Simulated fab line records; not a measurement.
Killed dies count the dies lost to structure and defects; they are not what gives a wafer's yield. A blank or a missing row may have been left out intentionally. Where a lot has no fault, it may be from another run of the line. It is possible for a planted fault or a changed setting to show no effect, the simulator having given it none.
fab line records :: flow gf180mcu
[record]
  lots = 13
  wafers = 39
  last-day = 34
route steps=602 shown M4@459 V4@490
lots untouched by any fault: they come from a run of this same line in which no faults occurred
start-h: the number of hours between the record's first day and the start of the first shown wafer of the lot :: wait-h: time in hours since the lot's previous step :: " the same as in the row above :: L1.1+2: a row that stands for several wafers :: - either no value or no given start :: * or withheld: withheld :: < > ~ a bound
route shown NAME@n: NAME is a module with steps in the file, n the number in the route of the first one :: usual: mean/standard deviation taken from wafers without a fault :: same: alike in all rows :: chamber/n: place in a boat :: sites: readings site by site :: _std_site: the standard deviation of these :: _edge_site: the outer-site mean with the inner-site mean subtracted :: radius-mm: how far each site lies from the wafer's centre :: mask NAME#n: copy n :: behind: the last tool/chamber to shape the wafer :: hold: why the lot was held/for how many hours/how that ended :: device: names the non-switching transistor (n, p or np) :: end of line: the tests these same wafers got at the end of their route :: step lacking rows: just its recipe :: killed: dies lost to structure and defects at the first sort, not the wafer's yield :: map: shows each die of a wafer: x if killed, . if not, _ if none is there
set.NAME: the setting as run; set.NAME@STEP: as run at that earlier step :: model.NAME: the simulator's own value behind a step, which no gauge read
the route's steps for a sample of lots (tables are steps, rows are wafers)
services: from which hour (start-h, from the record's first day; less than 0 if before it) a tool's chamber was out of use, for how many hours, and why
[[steps]]
[step GF_M4_SPUTTER_03]
[recipe]
  material = Ti
  target-thk-nm = 10
  substrate-temp-c = 300
  chamber-pressure-pa = 0.3
  power-w = 3000
  time-s = 6.7
[usual]
  throttle-valve-pct = 29.8/1.3
lot.wafer: L415.2
tool: pvd-sputter-01
chamber: -
start-h: 508.65
wait-h: 0.0
throttle-valve-pct: 29.2

lot.wafer: L415.3
tool: pvd-sputter-01
chamber: -
start-h: 508.65
wait-h: 0.0
throttle-valve-pct: 30.0

lot.wafer: L415.5
tool: pvd-sputter-01
chamber: -
start-h: 508.65
wait-h: 0.0
throttle-valve-pct: 30.7

lot.wafer: L416.1
tool: pvd-sputter-01
chamber: -
start-h: 514.80
wait-h: 0.0
throttle-valve-pct: 30.8

lot.wafer: L416.2
tool: pvd-sputter-01
chamber: -
start-h: 514.80
wait-h: 0.0
throttle-valve-pct: 29.6

lot.wafer: L416.3
tool: pvd-sputter-01
chamber: -
start-h: 514.80
wait-h: 0.0
throttle-valve-pct: 30.1

lot.wafer: L417.1
tool: pvd-sputter-01
chamber: -
start-h: 527.09
wait-h: 0.0
throttle-valve-pct: 29.1

lot.wafer: L417.3
tool: pvd-sputter-01
chamber: -
start-h: 527.09
wait-h: 0.0
throttle-valve-pct: 30.6

lot.wafer: L417.4
tool: pvd-sputter-01
chamber: -
start-h: 527.09
wait-h: 0.0
throttle-valve-pct: 27.6

lot.wafer: L418.3
tool: pvd-sputter-04
chamber: -
start-h: 536.62
wait-h: 0.0
throttle-valve-pct: 30.8

lot.wafer: L418.5
tool: pvd-sputter-04
chamber: -
start-h: 536.62
wait-h: 0.0
throttle-valve-pct: 31.8

lot.wafer: L418.6
tool: pvd-sputter-04
chamber: -
start-h: 536.62
wait-h: 0.0
throttle-valve-pct: 28.9

lot.wafer: L419.1
tool: pvd-sputter-04
chamber: -
start-h: 547.19
wait-h: 0.0
throttle-valve-pct: 30.8

lot.wafer: L419.2
tool: pvd-sputter-04
chamber: -
start-h: 547.19
wait-h: 0.0
throttle-valve-pct: 31.9

lot.wafer: L419.3
tool: pvd-sputter-04
chamber: -
start-h: 547.19
wait-h: 0.0
throttle-valve-pct: 28.9

lot.wafer: L420.2
tool: pvd-sputter-01
chamber: -
start-h: 548.40
wait-h: 0.0
throttle-valve-pct: 27.6

lot.wafer: L420.3
tool: pvd-sputter-01
chamber: -
start-h: 548.40
wait-h: 0.0
throttle-valve-pct: 30.8

lot.wafer: L420.5
tool: pvd-sputter-01
chamber: -
start-h: 548.40
wait-h: 0.0
throttle-valve-pct: 29.4

lot.wafer: L422.1
tool: pvd-sputter-01
chamber: -
start-h: 563.79
wait-h: 0.0
throttle-valve-pct: 29.2

lot.wafer: L422.2
tool: pvd-sputter-01
chamber: -
start-h: 563.79
wait-h: 0.0
throttle-valve-pct: 30.7

lot.wafer: L422.4
tool: pvd-sputter-01
chamber: -
start-h: 563.79
wait-h: 0.0
throttle-valve-pct: 27.5

lot.wafer: L423.1
tool: pvd-sputter-03
chamber: -
start-h: 569.99
wait-h: 0.0
throttle-valve-pct: 31.2

lot.wafer: L423.4
tool: pvd-sputter-03
chamber: -
start-h: 569.99
wait-h: 0.0
throttle-valve-pct: 27.8

lot.wafer: L423.5
tool: pvd-sputter-03
chamber: -
start-h: 569.99
wait-h: 0.0
throttle-valve-pct: 31.6

lot.wafer: L430.2
tool: pvd-sputter-03
chamber: -
start-h: 643.78
wait-h: 0.0
throttle-valve-pct: 31.5

lot.wafer: L430.3
tool: pvd-sputter-03
chamber: -
start-h: 643.78
wait-h: 0.0
throttle-valve-pct: 29.7

lot.wafer: L430.6
tool: pvd-sputter-03
chamber: -
start-h: 643.78
wait-h: 0.0
throttle-valve-pct: 31.6

lot.wafer: L432.1
tool: pvd-sputter-03
chamber: -
start-h: 670.35
wait-h: 0.0
throttle-valve-pct: 29.9

lot.wafer: L432.2
tool: pvd-sputter-03
chamber: -
start-h: 670.35
wait-h: 0.0
throttle-valve-pct: 30.9

lot.wafer: L432.3
tool: pvd-sputter-03
chamber: -
start-h: 670.35
wait-h: 0.0
throttle-valve-pct: 31.4

lot.wafer: L435.2
tool: pvd-sputter-01
chamber: -
start-h: 687.25
wait-h: 0.0
throttle-valve-pct: 30.2

lot.wafer: L435.3
tool: pvd-sputter-01
chamber: -
start-h: 687.25
wait-h: 0.0
throttle-valve-pct: 27.4

lot.wafer: L435.4
tool: pvd-sputter-01
chamber: -
start-h: 687.25
wait-h: 0.0
throttle-valve-pct: 30.6

lot.wafer: L438.1
tool: pvd-sputter-03
chamber: -
start-h: 698.62
wait-h: 0.0
throttle-valve-pct: 31.1

lot.wafer: L438.4
tool: pvd-sputter-03
chamber: -
start-h: 698.62
wait-h: 0.0
throttle-valve-pct: 31.4

lot.wafer: L438.6
tool: pvd-sputter-03
chamber: -
start-h: 698.62
wait-h: 0.0
throttle-valve-pct: 31.1

lot.wafer: L436.2
tool: pvd-sputter-04
chamber: -
start-h: 699.01
wait-h: 0.0
throttle-valve-pct: 31.7

lot.wafer: L436.3
tool: pvd-sputter-04
chamber: -
start-h: 699.01
wait-h: 0.0
throttle-valve-pct: 30.4

lot.wafer: L436.5
tool: pvd-sputter-04
chamber: -
start-h: 699.01
wait-h: 0.0
throttle-valve-pct: 28.6
[step GF_M4_THK_MEAS_06]
[recipe]
  thk-meas-gauge = xrf
  reads = AlCu_of_M4_SPUTTER_02
[usual]
  M4_ALCU_THK = 451/5.6
lot.wafer: L415.2
tool: film-metro-01
chamber: -
start-h: 508.84
wait-h: 0.1
M4_ALCU_THK[nm]: 452

lot.wafer: L415.3
tool: film-metro-01
chamber: -
start-h: 508.84
wait-h: 0.1
M4_ALCU_THK[nm]: 456

lot.wafer: L415.5
tool: film-metro-01
chamber: -
start-h: 508.84
wait-h: 0.1
M4_ALCU_THK[nm]: 467

lot.wafer: L416.1
tool: film-metro-03
chamber: -
start-h: 514.98
wait-h: 0.1
M4_ALCU_THK[nm]: 459

lot.wafer: L416.2
tool: film-metro-03
chamber: -
start-h: 514.98
wait-h: 0.1
M4_ALCU_THK[nm]: 447

lot.wafer: L416.3
tool: film-metro-03
chamber: -
start-h: 514.98
wait-h: 0.1
M4_ALCU_THK[nm]: 454

lot.wafer: L417.1
tool: film-metro-01
chamber: -
start-h: 527.27
wait-h: 0.1
M4_ALCU_THK[nm]: 450

lot.wafer: L417.3
tool: film-metro-01
chamber: -
start-h: 527.27
wait-h: 0.1
M4_ALCU_THK[nm]: 458

lot.wafer: L417.4
tool: film-metro-01
chamber: -
start-h: 527.27
wait-h: 0.1
M4_ALCU_THK[nm]: 451

lot.wafer: L418.3
tool: film-metro-03
chamber: -
start-h: 536.82
wait-h: 0.1
M4_ALCU_THK[nm]: 452

lot.wafer: L418.5
tool: film-metro-03
chamber: -
start-h: 536.82
wait-h: 0.1
M4_ALCU_THK[nm]: 454

lot.wafer: L418.6
tool: film-metro-03
chamber: -
start-h: 536.82
wait-h: 0.1
M4_ALCU_THK[nm]: 452

lot.wafer: L419.1
tool: film-metro-03
chamber: -
start-h: 547.37
wait-h: 0.1
M4_ALCU_THK[nm]: 456

lot.wafer: L419.2
tool: film-metro-03
chamber: -
start-h: 547.37
wait-h: 0.1
M4_ALCU_THK[nm]: 456

lot.wafer: L419.3
tool: film-metro-03
chamber: -
start-h: 547.37
wait-h: 0.1
M4_ALCU_THK[nm]: 449

lot.wafer: L420.2
tool: film-metro-03
chamber: -
start-h: 548.59
wait-h: 0.1
M4_ALCU_THK[nm]: 451

lot.wafer: L420.3
tool: film-metro-03
chamber: -
start-h: 548.59
wait-h: 0.1
M4_ALCU_THK[nm]: 458

lot.wafer: L420.5
tool: film-metro-03
chamber: -
start-h: 548.59
wait-h: 0.1
M4_ALCU_THK[nm]: 449

lot.wafer: L422.1
tool: film-metro-01
chamber: -
start-h: 563.97
wait-h: 0.1
M4_ALCU_THK[nm]: 451

lot.wafer: L422.2
tool: film-metro-01
chamber: -
start-h: 563.97
wait-h: 0.1
M4_ALCU_THK[nm]: 463

lot.wafer: L422.4
tool: film-metro-01
chamber: -
start-h: 563.97
wait-h: 0.1
M4_ALCU_THK[nm]: 454

lot.wafer: L423.1
tool: film-metro-03
chamber: -
start-h: 570.17
wait-h: 0.1
M4_ALCU_THK[nm]: 449

lot.wafer: L423.4
tool: film-metro-03
chamber: -
start-h: 570.17
wait-h: 0.1
M4_ALCU_THK[nm]: 457

lot.wafer: L423.5
tool: film-metro-03
chamber: -
start-h: 570.17
wait-h: 0.1
M4_ALCU_THK[nm]: 447

lot.wafer: L430.2
tool: film-metro-04
chamber: -
start-h: 643.97
wait-h: 0.1
M4_ALCU_THK[nm]: 449

lot.wafer: L430.3
tool: film-metro-04
chamber: -
start-h: 643.97
wait-h: 0.1
M4_ALCU_THK[nm]: 452

lot.wafer: L430.6
tool: film-metro-04
chamber: -
start-h: 643.97
wait-h: 0.1
M4_ALCU_THK[nm]: 446

lot.wafer: L432.1
tool: film-metro-04
chamber: -
start-h: 670.53
wait-h: 0.1
M4_ALCU_THK[nm]: 448

lot.wafer: L432.2
tool: film-metro-04
chamber: -
start-h: 670.53
wait-h: 0.1
M4_ALCU_THK[nm]: 447

lot.wafer: L432.3
tool: film-metro-04
chamber: -
start-h: 670.53
wait-h: 0.1
M4_ALCU_THK[nm]: 439

lot.wafer: L435.2
tool: film-metro-01
chamber: -
start-h: 687.44
wait-h: 0.1
M4_ALCU_THK[nm]: 461

lot.wafer: L435.3
tool: film-metro-01
chamber: -
start-h: 687.44
wait-h: 0.1
M4_ALCU_THK[nm]: 463

lot.wafer: L435.4
tool: film-metro-01
chamber: -
start-h: 687.44
wait-h: 0.1
M4_ALCU_THK[nm]: 463

lot.wafer: L438.1
tool: film-metro-01
chamber: -
start-h: 698.80
wait-h: 0.1
M4_ALCU_THK[nm]: 442

lot.wafer: L438.4
tool: film-metro-01
chamber: -
start-h: 698.80
wait-h: 0.1
M4_ALCU_THK[nm]: 444

lot.wafer: L438.6
tool: film-metro-01
chamber: -
start-h: 698.80
wait-h: 0.1
M4_ALCU_THK[nm]: 444

lot.wafer: L436.2
tool: film-metro-03
chamber: -
start-h: 699.20
wait-h: 0.1
M4_ALCU_THK[nm]: 447

lot.wafer: L436.3
tool: film-metro-03
chamber: -
start-h: 699.20
wait-h: 0.1
M4_ALCU_THK[nm]: 448

lot.wafer: L436.5
tool: film-metro-03
chamber: -
start-h: 699.20
wait-h: 0.1
M4_ALCU_THK[nm]: 443
[step GF_M4_EXPOSE_11]
[recipe]
  mask-id = Metal4
  target-cd-nm = 280
  na = 0.68
  source-shape = conventional
  sigma-outer = 0.6
  dose-mj = 28
lot.wafer: L415.2+3+5
tool: krf-scanner-01
chamber: 0
start-h: 520.00
wait-h: -
mask: Metal4#0

lot.wafer: L416.1+2+3
tool: krf-scanner-01
chamber: 0
start-h: 526.06
wait-h: -
mask: Metal4#0

lot.wafer: L417.1+3+4
tool: krf-scanner-02
chamber: 0
start-h: 539.04
wait-h: -
mask: Metal4#0

lot.wafer: L418.3+5+6
tool: krf-scanner-02
chamber: 0
start-h: 547.95
wait-h: -
mask: Metal4#0

lot.wafer: L419.1+2+3
tool: krf-scanner-02
chamber: 0
start-h: 558.76
wait-h: -
mask: Metal4#0

lot.wafer: L420.2+3+5
tool: krf-scanner-02
chamber: 0
start-h: 559.53
wait-h: -
mask: Metal4#0

lot.wafer: L422.1+2+4
tool: krf-scanner-01
chamber: 0
start-h: 574.96
wait-h: -
mask: Metal4#0

lot.wafer: L423.1+4+5
tool: krf-scanner-01
chamber: 0
start-h: 580.86
wait-h: -
mask: Metal4#0

lot.wafer: L430.2+3+6
tool: krf-scanner-02
chamber: 0
start-h: 654.43
wait-h: -
mask: Metal4#0

lot.wafer: L432.1+2+3
tool: krf-scanner-02
chamber: 0
start-h: 679.51
wait-h: -
mask: Metal4#0

lot.wafer: L435.2+3+4
tool: krf-scanner-01
chamber: 0
start-h: 697.48
wait-h: -
mask: Metal4#0

lot.wafer: L438.1+4+6
tool: krf-scanner-01
chamber: 0
start-h: 707.34
wait-h: -
mask: Metal4#0

lot.wafer: L436.2+3+5
tool: krf-scanner-01
chamber: 0
start-h: 707.93
wait-h: -
mask: Metal4#0
[step GF_M4_CD_MEAS_14]
[recipe]
  target-cd-nm = 280
[usual]
  cd-nm = 279.9/1.2
lot.wafer: L415.2
tool: cd-sem-02
chamber: -
start-h: 530.83
wait-h: 0.1
cd-nm: 279.8

lot.wafer: L415.3
tool: cd-sem-02
chamber: -
start-h: 530.83
wait-h: 0.1
cd-nm: 280.7

lot.wafer: L415.5
tool: cd-sem-02
chamber: -
start-h: 530.83
wait-h: 0.1
cd-nm: 281.3

lot.wafer: L416.1
tool: cd-sem-01
chamber: -
start-h: 537.08
wait-h: 0.1
cd-nm: 279.3

lot.wafer: L416.2
tool: cd-sem-01
chamber: -
start-h: 537.08
wait-h: 0.1
cd-nm: 280.8

lot.wafer: L416.3
tool: cd-sem-01
chamber: -
start-h: 537.08
wait-h: 0.1
cd-nm: 279.3

lot.wafer: L417.1
tool: cd-sem-02
chamber: -
start-h: 550.01
wait-h: 0.1
cd-nm: 279.1

lot.wafer: L417.3
tool: cd-sem-02
chamber: -
start-h: 550.01
wait-h: 0.1
cd-nm: 277.0

lot.wafer: L417.4
tool: cd-sem-02
chamber: -
start-h: 550.01
wait-h: 0.1
cd-nm: 278.3

lot.wafer: L418.3
tool: cd-sem-01
chamber: -
start-h: 558.95
wait-h: 0.1
cd-nm: 280.9

lot.wafer: L418.5
tool: cd-sem-01
chamber: -
start-h: 558.95
wait-h: 0.1
cd-nm: 280.9

lot.wafer: L418.6
tool: cd-sem-01
chamber: -
start-h: 558.95
wait-h: 0.1
cd-nm: 281.0

lot.wafer: L419.1
tool: cd-sem-02
chamber: -
start-h: 569.56
wait-h: 0.1
cd-nm: 280.1

lot.wafer: L419.2
tool: cd-sem-02
chamber: -
start-h: 569.56
wait-h: 0.1
cd-nm: 281.0

lot.wafer: L419.3
tool: cd-sem-02
chamber: -
start-h: 569.56
wait-h: 0.1
cd-nm: 280.9

lot.wafer: L420.2
tool: cd-sem-02
chamber: -
start-h: 570.25
wait-h: 0.1
cd-nm: 279.6

lot.wafer: L420.3
tool: cd-sem-02
chamber: -
start-h: 570.25
wait-h: 0.1
cd-nm: 280.7

lot.wafer: L420.5
tool: cd-sem-02
chamber: -
start-h: 570.25
wait-h: 0.1
cd-nm: 280.1

lot.wafer: L422.1
tool: cd-sem-02
chamber: -
start-h: 585.46
wait-h: 0.1
cd-nm: 280.6

lot.wafer: L422.2
tool: cd-sem-02
chamber: -
start-h: 585.46
wait-h: 0.1
cd-nm: 280.3

lot.wafer: L422.4
tool: cd-sem-02
chamber: -
start-h: 585.46
wait-h: 0.1
cd-nm: 279.5

lot.wafer: L423.1
tool: cd-sem-02
chamber: -
start-h: 591.06
wait-h: 0.1
cd-nm: 280.4

lot.wafer: L423.4
tool: cd-sem-02
chamber: -
start-h: 591.06
wait-h: 0.1
cd-nm: 279.3

lot.wafer: L423.5
tool: cd-sem-02
chamber: -
start-h: 591.06
wait-h: 0.1
cd-nm: 279.3

lot.wafer: L430.2
tool: cd-sem-02
chamber: -
start-h: 663.58
wait-h: 0.1
cd-nm: 278.5

lot.wafer: L430.3
tool: cd-sem-02
chamber: -
start-h: 663.58
wait-h: 0.1
cd-nm: 268.6

lot.wafer: L430.6
tool: cd-sem-02
chamber: -
start-h: 663.58
wait-h: 0.1
cd-nm: 279.1

lot.wafer: L432.1
tool: cd-sem-02
chamber: -
start-h: 689.08
wait-h: 0.1
cd-nm: 280.9

lot.wafer: L432.2
tool: cd-sem-02
chamber: -
start-h: 689.08
wait-h: 0.1
cd-nm: 280.5

lot.wafer: L432.3
tool: cd-sem-02
chamber: -
start-h: 689.08
wait-h: 0.1
cd-nm: 270.4

lot.wafer: L435.2
tool: cd-sem-02
chamber: -
start-h: 705.68
wait-h: 0.1
cd-nm: 279.1

lot.wafer: L435.3
tool: cd-sem-02
chamber: -
start-h: 705.68
wait-h: 0.1
cd-nm: 279.1

lot.wafer: L435.4
tool: cd-sem-02
chamber: -
start-h: 705.68
wait-h: 0.1
cd-nm: 279.6

lot.wafer: L438.1
tool: cd-sem-02
chamber: -
start-h: 715.93
wait-h: 0.1
cd-nm: 278.6

lot.wafer: L438.4
tool: cd-sem-02
chamber: -
start-h: 715.93
wait-h: 0.1
cd-nm: 277.1

lot.wafer: L438.6
tool: cd-sem-02
chamber: -
start-h: 715.93
wait-h: 0.1
cd-nm: 278.3

lot.wafer: L436.2
tool: cd-sem-01
chamber: -
start-h: 716.38
wait-h: 0.1
cd-nm: 279.4

lot.wafer: L436.3
tool: cd-sem-01
chamber: -
start-h: 716.38
wait-h: 0.1
cd-nm: 280.1

lot.wafer: L436.5
tool: cd-sem-01
chamber: -
start-h: 716.38
wait-h: 0.1
cd-nm: 280.2
[step GF_V4_CD_MEAS_14]
[recipe]
  target-cd-nm = 260
[usual]
  cd-nm = 260.1/1.4
lot.wafer: L415.2
tool: cd-sem-02
chamber: -
start-h: 554.25
wait-h: 0.1
cd-nm: 258.9

lot.wafer: L415.3
tool: cd-sem-02
chamber: -
start-h: 554.25
wait-h: 0.1
cd-nm: 259.4

lot.wafer: L415.5
tool: cd-sem-02
chamber: -
start-h: 554.25
wait-h: 0.1
cd-nm: 259.5

lot.wafer: L416.1
tool: cd-sem-02
chamber: -
start-h: 561.23
wait-h: 0.1
cd-nm: 258.8

lot.wafer: L416.2
tool: cd-sem-02
chamber: -
start-h: 561.23
wait-h: 0.1
cd-nm: 258.7

lot.wafer: L416.3
tool: cd-sem-02
chamber: -
start-h: 561.23
wait-h: 0.1
cd-nm: 258.2

lot.wafer: L417.1
tool: cd-sem-01
chamber: -
start-h: 574.16
wait-h: 0.1
cd-nm: 259.0

lot.wafer: L417.3
tool: cd-sem-01
chamber: -
start-h: 574.16
wait-h: 0.1
cd-nm: 259.0

lot.wafer: L417.4
tool: cd-sem-01
chamber: -
start-h: 574.16
wait-h: 0.1
cd-nm: 258.8

lot.wafer: L418.3
tool: cd-sem-01
chamber: -
start-h: 582.27
wait-h: 0.1
cd-nm: 260.7

lot.wafer: L418.5
tool: cd-sem-01
chamber: -
start-h: 582.27
wait-h: 0.1
cd-nm: 260.3

lot.wafer: L418.6
tool: cd-sem-01
chamber: -
start-h: 582.27
wait-h: 0.1
cd-nm: 260.0

lot.wafer: L419.1
tool: cd-sem-02
chamber: -
start-h: 592.63
wait-h: 0.1
cd-nm: 259.9

lot.wafer: L419.2
tool: cd-sem-02
chamber: -
start-h: 592.63
wait-h: 0.1
cd-nm: 259.5

lot.wafer: L419.3
tool: cd-sem-02
chamber: -
start-h: 592.63
wait-h: 0.1
cd-nm: 258.3

lot.wafer: L420.2
tool: cd-sem-01
chamber: -
start-h: 593.60
wait-h: 0.1
cd-nm: 260.3

lot.wafer: L420.3
tool: cd-sem-01
chamber: -
start-h: 593.60
wait-h: 0.1
cd-nm: 259.0

lot.wafer: L420.5
tool: cd-sem-01
chamber: -
start-h: 593.60
wait-h: 0.1
cd-nm: 260.2

lot.wafer: L422.1
tool: cd-sem-02
chamber: -
start-h: 608.58
wait-h: 0.1
cd-nm: 261.9

lot.wafer: L422.2
tool: cd-sem-02
chamber: -
start-h: 608.58
wait-h: 0.1
cd-nm: 261.3

lot.wafer: L422.4
tool: cd-sem-02
chamber: -
start-h: 608.58
wait-h: 0.1
cd-nm: 261.5

lot.wafer: L423.1
tool: cd-sem-02
chamber: -
start-h: 613.88
wait-h: 0.1
cd-nm: 262.7

lot.wafer: L423.4
tool: cd-sem-02
chamber: -
start-h: 613.88
wait-h: 0.1
cd-nm: 263.1

lot.wafer: L423.5
tool: cd-sem-02
chamber: -
start-h: 613.88
wait-h: 0.1
cd-nm: 263.3

lot.wafer: L430.2
tool: cd-sem-02
chamber: -
start-h: 683.50
wait-h: 0.1
cd-nm: 260.3

lot.wafer: L430.3
tool: cd-sem-02
chamber: -
start-h: 683.50
wait-h: 0.1
cd-nm: 259.4

lot.wafer: L430.6
tool: cd-sem-02
chamber: -
start-h: 683.50
wait-h: 0.1
cd-nm: 260.0

lot.wafer: L432.1
tool: cd-sem-02
chamber: -
start-h: 708.91
wait-h: 0.1
cd-nm: 260.3

lot.wafer: L432.2
tool: cd-sem-02
chamber: -
start-h: 708.91
wait-h: 0.1
cd-nm: 259.2

lot.wafer: L432.3
tool: cd-sem-02
chamber: -
start-h: 708.91
wait-h: 0.1
cd-nm: 260.4

lot.wafer: L435.2
tool: cd-sem-01
chamber: -
start-h: 723.93
wait-h: 0.1
cd-nm: 260.9

lot.wafer: L435.3
tool: cd-sem-01
chamber: -
start-h: 723.93
wait-h: 0.1
cd-nm: 259.2

lot.wafer: L435.4
tool: cd-sem-01
chamber: -
start-h: 723.93
wait-h: 0.1
cd-nm: 258.8

lot.wafer: L438.1
tool: cd-sem-01
chamber: -
start-h: 734.76
wait-h: 0.1
cd-nm: 261.3

lot.wafer: L438.4
tool: cd-sem-01
chamber: -
start-h: 734.76
wait-h: 0.1
cd-nm: 261.1

lot.wafer: L438.6
tool: cd-sem-01
chamber: -
start-h: 734.76
wait-h: 0.1
cd-nm: 261.3

lot.wafer: L436.2
tool: cd-sem-01
chamber: -
start-h: 735.13
wait-h: 0.1
cd-nm: 258.6

lot.wafer: L436.3
tool: cd-sem-01
chamber: -
start-h: 735.13
wait-h: 0.1
cd-nm: 258.2

lot.wafer: L436.5
tool: cd-sem-01
chamber: -
start-h: 735.13
wait-h: 0.1
cd-nm: 257.9
[[services]]
tool: pvd-sputter-01
chamber: -
start-h: 492.24
hours: 3.8
kind: repair

tool: krf-scanner-01
chamber: -
start-h: 492.84
hours: 1.3
kind: pm

tool: pvd-sputter-03
chamber: -
start-h: 508.64
hours: 2.2
kind: repair

tool: pvd-sputter-01
chamber: -
start-h: 520.43
hours: 4.7
kind: repair

tool: pvd-sputter-03
chamber: -
start-h: 533.64
hours: 3.5
kind: repair

tool: pvd-sputter-03
chamber: -
start-h: 534.26
hours: 10.8
kind: repair

tool: pvd-sputter-01
chamber: -
start-h: 558.29
hours: 4.2
kind: repair

tool: pvd-sputter-04
chamber: -
start-h: 566.35
hours: 1.3
kind: repair

tool: krf-scanner-02
chamber: 0
start-h: 572.45
hours: -
kind: calibration

tool: krf-scanner-02
chamber: -
start-h: 574.81
hours: 0.4
kind: repair

tool: pvd-sputter-01
chamber: 3
start-h: 582.71
hours: -
kind: consumable-replace:kit

tool: pvd-sputter-01
chamber: 3
start-h: 582.71
hours: 18.0
kind: scheduled-down

tool: pvd-sputter-04
chamber: -
start-h: 582.99
hours: 1.4
kind: repair

tool: krf-scanner-01
chamber: -
start-h: 589.48
hours: 1.0
kind: pm

tool: krf-scanner-02
chamber: -
start-h: 601.24
hours: 1.0
kind: pm

tool: pvd-sputter-04
chamber: -
start-h: 609.94
hours: 1.9
kind: repair

tool: krf-scanner-01
chamber: -
start-h: 617.52
hours: 0.8
kind: pm

tool: krf-scanner-02
chamber: -
start-h: 631.57
hours: 0.8
kind: repair

tool: krf-scanner-02
chamber: -
start-h: 637.50
hours: 1.3
kind: pm

tool: krf-scanner-01
chamber: 0
start-h: 638.87
hours: -
kind: calibration

tool: krf-scanner-01
chamber: -
start-h: 668.74
hours: 1.3
kind: pm

tool: krf-scanner-02
chamber: -
start-h: 681.05
hours: 2.6
kind: repair

tool: pvd-sputter-01
chamber: -
start-h: 699.70
hours: 3.4
kind: repair

tool: krf-scanner-02
chamber: -
start-h: 701.08
hours: 0.8
kind: pm
[[key]]
[first-sign]
  step = GF_M4_CD_MEAS_14
  reading = cd-nm
  direction = down
  sigmas = 8.6
  usual = 279.9
  struck = 269.5
effect none on later readings
met-at GF_M4_EXPOSE_11
struck-lots L430,L432
struck-wafers L430.3,L432.3
not-acting-at GF_M4_SPUTTER_03,GF_M4_THK_MEAS_06,GF_V4_CD_MEAS_14
onset-between 559.53 654.43
[fault]
  kind = process-parameter-drift
  tool = krf-scanner-02
  chamber = -
  onset-h = 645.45
  steps = GF_M4_EXPOSE_11
  channel = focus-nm
  offset = 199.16
  shape = step
  end-h = 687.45
  scope = struck-wafers-only
